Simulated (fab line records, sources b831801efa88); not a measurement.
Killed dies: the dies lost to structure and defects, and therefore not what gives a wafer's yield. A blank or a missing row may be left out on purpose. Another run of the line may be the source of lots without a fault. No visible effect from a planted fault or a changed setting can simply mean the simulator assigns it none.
The tool behind it: which one? | flow gf180mcu | 11 lots, 33 wafers sampled, at 6 steps of a route of 602

== WHAT EACH GAUGE READ, for each wafer ==
GF_HV_LDD_OVL_MEAS_32.
lot  | measured     | on         | HV_LDD_02_OVL (nm)
L309 | day 11 12:44 | overlay-01 | 0.7 0.3 0.1
L310 | day 11 20:35 | overlay-01 | -3.6 -1.3 -3.8
L315 | day 13 12:47 | overlay-01 | -2.2 0.4 -1.7
L316 | day 13 16:38 | overlay-01 | -1.1 -0.6 -0.7
L318 | day 14 09:56 | overlay-01 | -1.2 -1.0 -1.5
L323 | day 16 00:35 | overlay-01 | 0.1 0.6 -0.9
L325 | day 16 11:50 | overlay-02 | 0.3 0.5 0.2
L326 | day 16 22:02 | overlay-02 | -1.6 -1.4 -0.9
L330 | day 18 12:53 | overlay-01 | 0.7 -1.3 -0.8
L331 | day 18 13:50 | overlay-02 | 0.0 -1.3 -0.9
L332 | day 18 23:42 | overlay-02 | 0.5 -0.3 -1.1

GF_HV_LDD_TW_MEAS_38.
lot  | measured     | on            | HV_LDD_3_TW
L309 | day 11 13:29 | film-metro-02 | 1421 1420 1418
L310 | day 11 21:19 | film-metro-04 | 1451 1444 1446
L315 | day 13 13:32 | film-metro-04 | 1458 1452 1449
L316 | day 13 17:22 | film-metro-03 | 1429 1435 1425
L318 | day 14 10:40 | film-metro-03 | 1426 1429 1430
L323 | day 16 01:19 | film-metro-03 | 1435 1431 1429
L325 | day 16 12:34 | film-metro-03 | 1427 1438 1438
L326 | day 16 22:51 | film-metro-04 | 1453 1445 1453
L330 | day 18 13:37 | film-metro-03 | 1443 1425 1441
L331 | day 18 14:34 | film-metro-03 | 1429 1433 1428
L332 | day 19 00:26 | film-metro-02 | 1414 1412 1419

GF_PSD_TW_MEAS_11.
lot  | measured     | on            | PSD_TW
L309 | day 14 03:46 | film-metro-03 | 3161 3161 3151
L310 | day 14 14:10 | film-metro-01 | 3194 3178 3197
L315 | day 16 06:34 | film-metro-01 | 3199 3204 3210
L316 | day 16 14:16 | film-metro-02 | 3150 3155 3150
L318 | day 17 04:52 | film-metro-02 | 3125 3155 3120
L323 | day 19 04:04 | film-metro-02 | 3125 3136 3142
L325 | day 19 15:46 | film-metro-03 | 3160 3047 3144 3142 3060 3158
L326 | day 20 01:49 | film-metro-01 | 3205 3208 3080
L330 | day 21 17:22 | film-metro-02 | 3166 3162 3157
L331 | day 21 20:07 | film-metro-02 | 3159 3162 3154
L332 | day 22 05:29 | film-metro-02 | 3150 3157 3155

GF_PSD_RS_MEAS_15: measures by four-point-probe.
lot  | measured     | on            | PSD_RS (ohm/sq)
L309 | day 14 04:05 | film-metro-01 | 108.75 108.78 108.50
L310 | day 14 14:29 | film-metro-02 | 108.84 108.47 108.89
L315 | day 16 06:53 | film-metro-02 | 108.71 108.63 108.56
L316 | day 16 14:35 | film-metro-01 | 108.72 108.44 108.82
L318 | day 17 05:10 | film-metro-02 | 108.00 108.25 108.49
L323 | day 19 04:23 | film-metro-01 | 108.66 108.98 108.72
L325 | day 19 18:11 | film-metro-01 | 108.94 116.31 108.81 108.99 116.49 108.74
L326 | day 20 02:07 | film-metro-01 | 108.88 108.93 116.36 109.13 108.81 116.74
L330 | day 21 17:40 | film-metro-01 | 109.15 108.47 108.89
L331 | day 21 20:26 | film-metro-01 | 108.89 108.50 108.71
L332 | day 22 05:49 | film-metro-01 | 108.76 108.65 108.80

== TOOL THAT RAN EACH LOT (tool first, then ch and the chambers of the sampled wafers, then the start) ==
lot  | GF_PSD_IMPLANT_09               | GF_PSD_STRIP_10
L309 | implanter-01 ch 0, day 14 03:32 | plasma-asher-03 ch 0,1, day 14 03:40
L310 | implanter-02 ch 0, day 14 13:55 | plasma-asher-02 ch 0,1, day 14 14:04
L315 | implanter-02 ch 0, day 16 06:20 | plasma-asher-03 ch 0,1, day 16 06:28
L316 | implanter-02 ch 0, day 16 14:01 | plasma-asher-01 ch 0,1, day 16 14:10
L318 | implanter-01 ch 0, day 17 04:37 | plasma-asher-02 ch 0,1, day 17 04:46
L323 | implanter-02 ch 0, day 19 03:49 | plasma-asher-02 ch 0,1, day 19 03:58
L325 | implanter-01 ch 0, day 19 15:31 | plasma-asher-03 ch 0,1, day 19 15:40
L326 | implanter-01 ch 0, day 20 01:34 | plasma-asher-03 ch 0, day 20 01:43
L330 | implanter-02 ch 0, day 21 17:07 | plasma-asher-01 ch 0,1, day 21 17:16
L331 | implanter-02 ch 0, day 21 19:52 | plasma-asher-01 ch 0,1, day 21 20:01
L332 | implanter-02 ch 0, day 22 05:16 | plasma-asher-03 ch 0,1, day 22 05:23
- GF_PSD_IMPLANT_09
- GF_PSD_STRIP_10: strips in O2/N2.

== AS READ BY THE TOOLS THEMSELVES (means over the sampled wafers that have a number; for cases with no such wafer, the mark the record gives instead) ==
GF_PSD_STRIP_10.
lot  | tool            | chamber-pressure-mTorr (mTorr) | drypump-motor-current-A (A) | heater-power-w (W) | oes-product-au (a.u.) | strip-time-to-endpoint-s (s)
L309 | plasma-asher-03 | 1501.1                         | 5.4                         | 385                | 0.591                 | 16.52
L310 | plasma-asher-02 | 1500.1                         | 5.8                         | 325                | 0.597                 | 16.57
L315 | plasma-asher-03 | 1500.7                         | 5.6                         | 378                | 0.590                 | 16.48
L316 | plasma-asher-01 | 1500.3                         | 5.7                         | 340                | 0.592                 | 16.52
L318 | plasma-asher-02 | 1501.2                         | 5.9                         | 327                | 0.594                 | 16.57
L323 | plasma-asher-02 | 1500.6                         | 5.9                         | 316                | 0.595                 | 16.52
L325 | plasma-asher-03 | 1499.7                         | 5.5                         | 385                | 0.596                 | 16.31
L326 | plasma-asher-03 | 1499.0                         | 5.3                         | 398                | 0.595                 | 16.37
L330 | plasma-asher-01 | 1499.1                         | 5.4                         | 332                | 0.592                 | 16.47
L331 | plasma-asher-01 | 1501.0                         | 5.4                         | 335                | 0.591                 | 16.42
L332 | plasma-asher-03 | 1499.2                         | 5.4                         | 387                | 0.589                 | 16.44

== THE ANSWER, worked out from the rows above alone ==
Rule: the usual values come from the lots themselves. Put in order of their means at a reading, lots are off if they are a third of the lots or fewer, leave a main group of 4 or more, and stand apart from it by a gap of 3 or more times the standard deviation of the main group's means; of several such gaps the widest counts. If all means in a main group match to the digits the tables above print for the reading, that group is not used. Also off: a lot with no number at a reading for which 4 or more lots have one. Any other lot the step has rows for is counted as sound. After the gauges, taken in route order, come the tools' own readings; for these a lot's mean is taken, as printed above. At the first step where some lot is off, the reading lying furthest off is the one used; lots without a number count as furthest.
Off: L325, L326, at GF_PSD_RS_MEAS_15 (PSD_RS). Main group: mean 108.67 ohm/sq, sd 0.16.
A tool fits if, at a process step before that reading, it ran every lot that is off, and no sound lot after the first of them. The gauges at GF_PSD_RS_MEAS_15 are tried like those tools. One candidate fits, namely implanter-01 at GF_PSD_IMPLANT_09. A fault onset in the window from L318 (day 17 04:37, its last sound lot) to L325 (day 19 15:31, its first lot off) fits.

== WHAT THE SIMULATOR HAD PUT IN ==
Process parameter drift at GF_PSD_IMPLANT_09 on implanter-01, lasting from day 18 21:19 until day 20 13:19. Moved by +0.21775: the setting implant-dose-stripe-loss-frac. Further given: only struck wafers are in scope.
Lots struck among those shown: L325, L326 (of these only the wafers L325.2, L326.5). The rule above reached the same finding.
